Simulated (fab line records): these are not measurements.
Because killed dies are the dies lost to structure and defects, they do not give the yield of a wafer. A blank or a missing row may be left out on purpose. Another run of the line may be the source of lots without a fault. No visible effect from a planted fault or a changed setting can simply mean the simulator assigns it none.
Which tool did it? -- flow gf180mcu -- 12 lots, 36 wafers sampled, at 1 step of a route of 602

## WHAT THE GAUGES READ, wafer by wafer
GF_VT_IMPLANT_TW_MEAS_10.
lot,measured,on,VT_IMPLANT_TW
L075,day 5 21:14,film-metro-04,566.7 563.3 568.7
L077,day 6 11:35,film-metro-04,567.1 569.2 567.5
L079,day 7 01:27,film-metro-03,559.0 564.4 565.2
L081,day 7 10:51,film-metro-03,561.7 566.4 563.5
L083,day 8 01:58,film-metro-03,562.4 561.2 563.1
L085,day 8 11:34,film-metro-03,559.8 565.3 564.7
L087,day 8 22:49,film-metro-04,567.0 561.0 561.3
L089,day 9 15:34,film-metro-04,565.0 568.2 562.0
L091,day 10 00:40,film-metro-04,568.0 563.4 568.4
L093,day 10 16:39,film-metro-03,563.5 563.2 563.2
L095,day 11 01:25,film-metro-03,563.3 567.1 562.6
L097,day 11 19:52,film-metro-04,567.4 567.6 566.0

## WHAT TOOL EACH LOT RAN ON (gives the tool, then ch and the chambers of the sampled wafers, and finally the start)
No process step before these readings appears in the record.

## THE ANSWER, worked out from the rows above alone
Rule: usual is defined by the lots themselves. Put in order of their means at a reading, lots are off if they are a third of the lots or fewer, leave a main group of 4 or more, and stand apart from it by a gap of 3 or more times the standard deviation of the main group's means; of several such gaps the widest counts. If all means in a main group match to the digits the tables above print for the reading, that group is not used. Also off: a lot with no number at a reading for which 4 or more lots have one. Any other lot the step has rows for is counted as sound.
Nothing can be told from this: no lot is off at any reading shown.

## WHAT HAD BEEN PUT IN BY THE SIMULATOR
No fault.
